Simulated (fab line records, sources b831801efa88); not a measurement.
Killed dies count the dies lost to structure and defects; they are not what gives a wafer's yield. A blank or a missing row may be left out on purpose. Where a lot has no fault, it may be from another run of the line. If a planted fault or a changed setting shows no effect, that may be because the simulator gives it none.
The tool behind it: which one? | flow gf180mcu | Sampling: 11 lots, 33 wafers, 6 of 602 route steps

== WHAT EACH GAUGE READ, for each wafer ==
GF_V4_OVL_MEAS_15.
lot  | measured     | on         | V4_OVL (nm)
L990 | day 25 11:13 | overlay-01 | 5 7 10
L992 | day 25 23:04 | overlay-01 | 6 4 1
L993 | day 26 17:55 | overlay-02 | -1 0 6
L994 | day 26 21:25 | overlay-02 | 0 -2 -2
L995 | day 27 02:40 | overlay-02 | -2 -1 4
L997 | day 27 18:46 | overlay-01 | -7 0 0
L998 | day 28 00:14 | overlay-01 | 7 12 2
L999 | day 28 05:38 | overlay-01 | -8 -8 -2
L105 | day 29 23:01 | overlay-02 | 4 -1 1
L107 | day 30 14:04 | overlay-02 | 8 0 5
L109 | day 30 23:17 | overlay-01 | 3 1 -4

GF_V4_THK_MEAS_25: measures by xrf.
lot  | measured     | on            | V4_W_THK (nm)
L990 | day 25 12:15 | film metro-03 | 366 371 363
L992 | day 26 00:07 | film metro-02 | 359 356 358
L993 | day 26 18:59 | film metro-02 | 354 352 356
L994 | day 26 22:28 | film metro-03 | 354 361 355
L995 | day 27 03:42 | film metro-01 | 360 351 353
L997 | day 27 19:49 | film metro-03 | 358 350 364
L998 | day 28 01:17 | film metro-01 | 354 353 352
L999 | day 28 06:41 | film metro-01 | 356 354 348
L105 | day 30 00:02 | film metro-01 | 350 356 356
L107 | day 30 15:06 | film metro-02 | 359 359 368
L109 | day 31 03:56 | film metro-02 | 351 348 349

GF_MIM_RS_MEAS_10: uses a four-point probe to measure.
lot  | measured     | on            | MIM_ALCU_RS (ohm/sq)
L990 | day 25 13:02 | film metro-04 | 0.1603 0.1654 0.1620
L992 | day 26 00:54 | film metro-03 | 0.1635 0.1591 0.1604
L993 | day 26 19:45 | film metro-04 | 0.1630 0.1626 0.1595
L994 | day 26 23:14 | film metro-01 | 0.1630 0.1612 0.1640
L995 | day 27 04:29 | film metro-01 | 0.1634 0.1629 0.1609
L997 | day 27 20:35 | film metro-04 | 0.1615 0.1580 0.1615
L998 | day 28 02:04 | film metro-04 | 0.2337 0.1614 0.1613
L999 | day 28 07:29 | film metro-03 | 0.2354 0.1611 0.1614
L105 | day 30 00:49 | film metro-01 | 0.1585 0.1551 0.1558
L107 | day 30 15:52 | film metro-01 | 0.1614 0.1588 0.1582
L109 | day 31 04:43 | film metro-03 | 0.1621 0.1624 0.1615

GF_MIM_THK_MEAS_11: measures by xrf.
lot  | measured     | on            | MIM_ALCU_THK (nm)
L990 | day 25 13:08 | film metro-04 | 196.7 190.8 194.2
L992 | day 26 01:00 | film metro-03 | 192.6 199.0 195.3
L993 | day 26 19:52 | film metro-04 | 192.9 194.7 197.0
L994 | day 26 23:21 | film metro-01 | 193.5 195.5 191.9
L995 | day 27 04:36 | film metro-01 | 192.6 192.6 194.9
L997 | day 27 20:42 | film metro-04 | 193.9 199.0 194.9
L998 | day 28 02:10 | film metro-04 | 137.8 197.0 196.4
L999 | day 28 07:34 | film metro-03 | 136.0 194.0 193.5
L105 | day 30 00:56 | film metro-01 | 198.2 201.7 202.3
L107 | day 30 15:59 | film metro-01 | 195.1 196.8 196.4
L109 | day 31 04:49 | film metro-03 | 194.4 193.5 194.1

== TOOL THAT RAN EACH LOT (tool first, then ch and the chambers of the sampled wafers, then the start) ==
lot  | GF_V4_SPUTTER_22             | GF_MIM_SPUTTER_08
L990 | pvd sputter-03, day 25 11:58 | pvd sputter-03, day 25 12:58
L992 | pvd sputter-01, day 25 23:49 | pvd sputter-04, day 26 00:49
L993 | pvd sputter-01, day 26 18:43 | pvd sputter-03, day 26 19:41
L994 | pvd sputter-03, day 26 22:11 | pvd sputter-03, day 26 23:11
L995 | pvd sputter-03, day 27 03:26 | pvd sputter-04, day 27 04:25
L997 | pvd sputter-01, day 27 19:32 | pvd sputter-03, day 27 20:31
L998 | pvd sputter-01, day 28 00:59 | pvd sputter-04, day 28 01:59
L999 | pvd sputter-02, day 28 06:24 | pvd sputter-04, day 28 07:23
L105 | pvd sputter-01, day 29 23:46 | pvd sputter-01, day 30 00:45
L107 | pvd sputter-01, day 30 14:50 | pvd sputter-03, day 30 15:49
L109 | pvd sputter-02, day 31 00:02 | pvd sputter-01, day 31 04:38
- GF_V4_SPUTTER_22: material TiN, target thk 10 nm, time 40 s.
- GF_MIM_SPUTTER_08: material AlCu, target thk 200 nm, time 10.6 s.

== WHAT THE TOOLS THEMSELVES READ (means of the sampled wafers that have a number; where no wafer has one, the mark that the record gives instead) ==
GF_V4_SPUTTER_22.
lot  | tool           | throttle valve pct (%)
L990 | pvd sputter-03 | 30.2
L992 | pvd sputter-01 | 30.1
L993 | pvd sputter-01 | 29.9
L994 | pvd sputter-03 | 30.0
L995 | pvd sputter-03 | 29.8
L997 | pvd sputter-01 | 29.9
L998 | pvd sputter-01 | 30.0
L999 | pvd sputter-02 | 30.2
L105 | pvd sputter-01 | 29.7
L107 | pvd sputter-01 | 29.9
L109 | pvd sputter-02 | 30.4

GF_MIM_SPUTTER_08.
lot  | tool           | throttle valve pct (%)
L990 | pvd sputter-03 | 30.2
L992 | pvd sputter-04 | 29.4
L993 | pvd sputter-03 | 30.0
L994 | pvd sputter-03 | 30.4
L995 | pvd sputter-04 | 29.7
L997 | pvd sputter-03 | 30.0
L998 | pvd sputter-04 | 29.8
L999 | pvd sputter-04 | 29.8
L105 | pvd sputter-01 | 29.6
L107 | pvd sputter-03 | 29.8
L109 | pvd sputter-01 | 29.6

== THE ANSWER, worked out from the rows above alone ==
Rule: usual is defined by the lots themselves. Put in order of their means at a reading, lots are off if they are a third of the lots or fewer, leave a main group of 4 or more, and stand apart from it by a gap of 3 or more times the standard deviation of the main group's means; of several such gaps the widest counts. If all means in a main group match to the digits the tables above print for the reading, that group is not used. A lot without any number at a reading at which 4 lots or more have one is off too. All remaining lots with rows at the step are treated as sound. The gauges are gone through in route order, then the tools' own readings, and for those a lot's mean is taken as printed above. The first step at which some lot is off is used, and at that step the reading that is off furthest; a lot without a number counts as furthest.
Off: L998, L999, at GF_MIM_RS_MEAS_10 (MIM_ALCU_RS). Main group: mean 0.1610 ohm/sq, sd 0.0019.
A tool fits if, at a process step before that reading, it ran every lot that is off, and no sound lot after the first of them. Those tools and the gauges at GF_MIM_RS_MEAS_10 are tried in the same way. One candidate fits, namely pvd sputter-04 at GF_MIM_SPUTTER_08. Its last sound lot is L995 (day 27 04:25), its first lot that is off L998 (day 28 01:59): a fault that began between those two fits.

== WHAT THE SIMULATOR HAD PUT IN ==
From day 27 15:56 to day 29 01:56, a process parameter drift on pvd sputter-04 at GF_MIM_SPUTTER_08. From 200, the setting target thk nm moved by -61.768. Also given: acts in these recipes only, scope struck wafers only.
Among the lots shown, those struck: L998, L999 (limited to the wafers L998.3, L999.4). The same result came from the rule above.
